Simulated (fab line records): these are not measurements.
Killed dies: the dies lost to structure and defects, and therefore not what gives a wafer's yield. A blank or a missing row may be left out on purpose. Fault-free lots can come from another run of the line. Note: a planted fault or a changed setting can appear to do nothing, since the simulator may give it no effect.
fab line records	flow sky130	part 2 of 2: steps 32 to 43 of 43
record lots=5	wafers=15	last-day=49
route steps=708 shown VT_ADJUST_LVTN@109 VT_ADJUST_NCORE@119 VT_ADJUST_HVTR@131 VT_ADJUST_PCH@143
lots untouched by any fault: they come from a run of this same line in which no faults occurred
start-h: the number of hours between the record's first day and the start of the first shown wafer of the lot	wait-h: hours from the lot's prior step to this one	" as in the row above	L1.1+2: several wafers, shown together as one row	- either no value or no given start	* or withheld: withheld	< > ~ a bound
route shown NAME@n: a module of which the file shows steps, and the number in the route of the first	usual: mean/standard deviation taken from wafers without a fault	same: alike in all rows	chamber/n: place in a boat	sites: readings site by site	_std_site: standard deviation of those values	_edge_site: the outer-site mean with the inner-site mean subtracted	radius-mm: for every site, how far away it sits from the centre of the wafer	mask NAME#n: copy n	behind: tool/chamber where the wafer was last shaped	hold: cause of the lot's hold/its duration in hours/its outcome	device: the n, p or np transistor that did not switch	end of line: the tests these same wafers got at the end of their route	a step given without rows: its recipe and nothing more	killed: at the first sort, the dies lost to defects and structure; wafer yield is something else	map: shows each die of a wafer: x if killed, . if not, _ if none is there
set.NAME: the run value of the setting; set.NAME@STEP: its run value at that earlier step	model.NAME: the simulator's own value behind a step, which no gauge read
lots seen at some steps along the route; tables by step, rows by wafer
services: a tool's chamber out of use, with start hour (start-h, from the record's first day; less than 0 if before it), hours out, and reason
## steps
# step SKY_VT_ADJUST_HVTR_IMPLANT_09
# recipe species=B	energy-kev=10	dose-cm2=2.1e+12	tilt-deg=withheld
lot.wafer	tool	chamber	start-h	wait-h
L077.1+4+6	implanter-03	0	227.73	0.0
L084.1+2+5	implanter-03	0	276.16	0.0
L087.1+3+5	implanter-03	0	305.52	0.0
L089.1+4+6	implanter-02	0	313.17	0.0
L090.1+2+6	implanter-03	0	318.74	0.0
# step SKY_VT_ADJUST_HVTR_STRIP_10
# recipe chemistry=O2/N2	power-w=1400	pressure-mtorr=1500	platen-temp-c=withheld	o2-flow-sccm=3000	n2-flow-sccm=300	overash-fraction=0.5
# usual drypump-motor-current-A=5.6/0.56	oes-product-au=0.715/0.0046	strip-time-to-endpoint-s=14.20/0.041
lot.wafer	tool	chamber	start-h	wait-h	drypump-motor-current-A	oes-product-au	rf-hours-counter-h	strip-time-to-endpoint-s
L077.1	plasma-asher-02	1	227.88	0.1	6.5	0.714	39	14.19
L077.4	"	1	"	"	6.4	0.711	-	14.21
L077.6	"	0	"	"	5.8	0.718	-	14.11
L084.1	plasma-asher-02	1	276.46	0.2	6.5	0.715	44	14.24
L084.2	"	0	"	"	5.8	0.718	44	14.22
L084.5	"	1	"	"	6.5	0.715	-	14.25
L087.1	plasma-asher-03	1	305.67	0.1	5.3	0.719	17	14.13
L087.3	"	1	"	"	5.3	0.721	-	14.13
L087.5	"	0	"	"	6.2	0.710	-	14.12
L089.1	plasma-asher-02	0	313.32	0.1	5.8	0.722	47	14.29
L089.4	"	0	"	"	5.7	0.715	-	14.28
L089.6	"	0	"	"	5.8	0.709	-	14.23
L090.1	plasma-asher-02	1	318.89	0.1	6.5	0.717	48	14.26
L090.2	"	0	"	"	5.8	0.717	48	14.26
L090.6	"	1	"	"	6.5	0.716	-	14.24
# step SKY_VT_ADJUST_HVTR_TW_MEAS_11
# usual VT_ADJUST_HVTR_TW=211.1/2.5
lot.wafer	tool	chamber	start-h	wait-h	VT_ADJUST_HVTR_TW
L077.1	film-metro-03	-	227.98	0.1	210.0
L077.4	"	-	"	"	210.0
L077.6	"	-	"	"	210.6
L084.1	film-metro-03	-	276.56	0.1	209.5
L084.2	"	-	"	"	209.1
L084.5	"	-	"	"	209.1
L087.1	film-metro-04	-	305.77	0.1	214.1
L087.3	"	-	"	"	214.8
L087.5	"	-	"	"	214.4
L089.1	film-metro-03	-	313.42	0.1	208.9
L089.4	"	-	"	"	208.0
L089.6	"	-	"	"	207.6
L090.1	film-metro-03	-	318.99	0.1	208.3
L090.2	"	-	"	"	206.2
L090.6	"	-	"	"	206.2
# step SKY_VT_ADJUST_PCH_DEHYDRATE_00
# recipe temp-c=200	time-s=60
# usual plate-temp-C=199.96/0.18
lot.wafer	tool	chamber	start-h	wait-h	plate-temp-C
L077.1	litho-track-04	0	238.58	10.6	200.07
L077.4	"	0	"	"	199.89
L077.6	"	0	"	"	200.03
L084.1	litho-track-03	0	287.67	11.1	200.00
L084.2	"	0	"	"	200.05
L084.5	"	0	"	"	200.16
L087.1	litho-track-02	0	316.91	11.1	200.17
L087.3	"	0	"	"	199.92
L087.5	"	0	"	"	200.21
L089.1	litho-track-04	0	325.63	12.2	199.53
L089.4	"	0	"	"	199.69
L089.6	"	0	"	"	199.59
L090.1	litho-track-03	0	331.52	12.5	200.09
L090.2	"	0	"	"	200.03
L090.6	"	0	"	"	199.91
# step SKY_VT_ADJUST_PCH_HMDS_01
# recipe prime-time-s=60	prime-temp-c=120
lot.wafer	tool	chamber	start-h	wait-h
L077.1+4+6	litho-track-04	0	238.73	0.1
L084.1+2+5	litho-track-03	0	287.82	0.1
L087.1+3+5	litho-track-02	0	317.06	0.1
L089.1+4+6	litho-track-04	0	325.78	0.1
L090.1+2+6	litho-track-03	0	331.67	0.1
# step SKY_VT_ADJUST_PCH_COAT_02
# recipe spin-rpm=2000	resist-thk-nm=3000
# usual spin-speed-rpm=2000.0/1.2
lot.wafer	tool	chamber	start-h	wait-h	spin-speed-rpm
L077.1	litho-track-04	0	238.88	0.1	1999.9
L077.4	"	0	"	"	1999.0
L077.6	"	0	"	"	2001.6
L084.1	litho-track-03	0	287.97	0.1	2002.6
L084.2	"	0	"	"	2002.0
L084.5	"	0	"	"	1999.7
L087.1	litho-track-02	0	317.21	0.1	2000.0
L087.3	"	0	"	"	1999.5
L087.5	"	0	"	"	1998.5
L089.1	litho-track-04	0	325.93	0.1	2001.0
L089.4	"	0	"	"	2002.1
L089.6	"	0	"	"	1999.6
L090.1	litho-track-03	0	331.82	0.1	2001.6
L090.2	"	0	"	"	1999.2
L090.6	"	0	"	"	2000.7
# step SKY_VT_ADJUST_PCH_SOFTBAKE_03
# recipe temp-c=110	time-s=withheld
# usual plate-temp-C=110.04/0.14
lot.wafer	tool	chamber	start-h	wait-h	plate-temp-C
L077.1	litho-track-04	0	239.03	0.1	110.14
L077.4	"	0	"	"	110.03
L077.6	"	0	"	"	110.02
L084.1	litho-track-03	0	288.12	0.1	110.13
L084.2	"	0	"	"	110.20
L084.5	"	0	"	"	110.06
L087.1	litho-track-02	0	317.36	0.1	110.27
L087.3	"	0	"	"	110.03
L087.5	"	0	"	"	110.27
L089.1	litho-track-04	0	326.08	0.1	109.72
L089.4	"	0	"	"	109.80
L089.6	"	0	"	"	110.13
L090.1	litho-track-03	0	331.97	0.1	110.14
L090.2	"	0	"	"	110.18
L090.6	"	0	"	"	110.06
# step SKY_VT_ADJUST_PCH_EXPOSE_04
# recipe mask-id=NWM	na=0.6	source-shape=conventional	sigma-outer=0.6	polarization=unpolarized	target-cd-nm=840	dose-mj=255
lot.wafer	tool	chamber	start-h	wait-h	mask
L077.1+4+6	iline-stepper-01	0	-	-	NWM#0
L084.1+2+5	iline-stepper-02	0	-	-	NWM#0
L087.1+3+5	iline-stepper-01	0	-	-	NWM#0
L089.1+4+6	iline-stepper-02	0	-	-	NWM#0
L090.1+2+6	iline-stepper-02	0	-	-	NWM#0
# step SKY_VT_ADJUST_PCH_PEB_05
# recipe temp-c=115	time-s=withheld
# usual plate-temp-C=115.03/0.13
lot.wafer	tool	chamber	start-h	wait-h	plate-temp-C
L077.1	litho-track-03	0	-	-	114.98
L077.4	"	0	"	"	115.23
L077.6	"	0	"	"	114.79
L084.1	litho-track-02	0	-	-	115.33
L084.2	"	0	"	"	115.08
L084.5	"	0	"	"	115.06
L087.1	litho-track-03	0	-	-	115.03
L087.3	"	0	"	"	115.12
L087.5	"	0	"	"	115.12
L089.1	litho-track-03	0	-	-	115.00
L089.4	"	0	"	"	114.99
L089.6	"	0	"	"	115.08
L090.1	litho-track-03	0	-	-	115.01
L090.2	"	0	"	"	114.70
L090.6	"	0	"	"	114.92
# step SKY_VT_ADJUST_PCH_DEVELOP_06
# recipe wall-angle-deg=90	developer=TMAH	develop-time-s=60	dev-temp-c=23
lot.wafer	tool	chamber	start-h	wait-h
L077.1+4+6	litho-track-03	0	-	-
L084.1+2+5	litho-track-02	0	-	-
L087.1+3+5	litho-track-03	0	-	-
L089.1+4+6	litho-track-03	0	-	-
L090.1+2+6	litho-track-03	0	-	-
# step SKY_VT_ADJUST_PCH_OVL_MEAS_07
# usual VT_ADJUST_PCH_OVL=-0.2/1.6
lot.wafer	tool	chamber	start-h	wait-h	VT_ADJUST_PCH_OVL[nm]
L077.1	overlay-02	-	251.02	-	-1.2
L077.4	"	-	"	"	-1.1
L077.6	"	-	"	"	0.0
L084.1	overlay-01	-	301.31	-	1.9
L084.2	"	-	"	"	2.8
L084.5	"	-	"	"	3.9
L087.1	overlay-01	-	330.07	-	0.8
L087.3	"	-	"	"	0.7
L087.5	"	-	"	"	0.0
L089.1	overlay-01	-	339.52	-	-0.1
L089.4	"	-	"	"	-0.5
L089.6	"	-	"	"	1.9
L090.1	overlay-01	-	345.82	-	0.4
L090.2	"	-	"	"	0.0
L090.6	"	-	"	"	0.7
# step SKY_VT_ADJUST_PCH_IMPLANT_08
# recipe species=B	energy-kev=10	dose-cm2=5e+11	tilt-deg=withheld
lot.wafer	tool	chamber	start-h	wait-h
L077.1+4+6	implanter-02	0	251.06	0.0
L084.1+2+5	implanter-02	0	301.35	0.0
L087.1+3+5	implanter-01	0	330.11	0.0
L089.1+4+6	implanter-01	0	339.56	0.0
L090.1+2+6	implanter-01	0	345.86	0.0
## services
tool	chamber	start-h	hours	kind
plasma-asher-01	-	148.70	0.9	repair
iline-stepper-02	-	160.63	1.7	pm
implanter-04	-	161.57	3.1	repair
litho-track-04	-	167.26	-	consumable-replace:filter
iline-stepper-02	-	172.99	20.2	repair
implanter-04	-	174.49	4.9	pm
plasma-asher-02	-	180.28	14.6	pm
implanter-01	-	185.93	3.4	pm
iline-stepper-02	-	201.32	4.4	pm
plasma-asher-01	-	203.24	1.8	repair
implanter-04	-	227.38	4.7	repair
implanter-01	-	231.44	3.1	pm
implanter-02	-	264.07	4.1	repair
implanter-01	-	265.55	3.8	repair
implanter-03	-	268.56	4.2	pm
iline-stepper-01	-	273.85	28.9	pm
implanter-02	-	282.01	3.9	pm
implanter-04	-	282.59	2.7	repair
iline-stepper-02	-	311.02	0.5	repair
iline-stepper-01	-	317.72	1.7	pm
plasma-asher-02	-	327.43	1.8	repair
implanter-02	-	330.64	3.8	pm
plasma-asher-01	-	336.43	4.2	repair
plasma-asher-03	-	341.65	12.0	pm
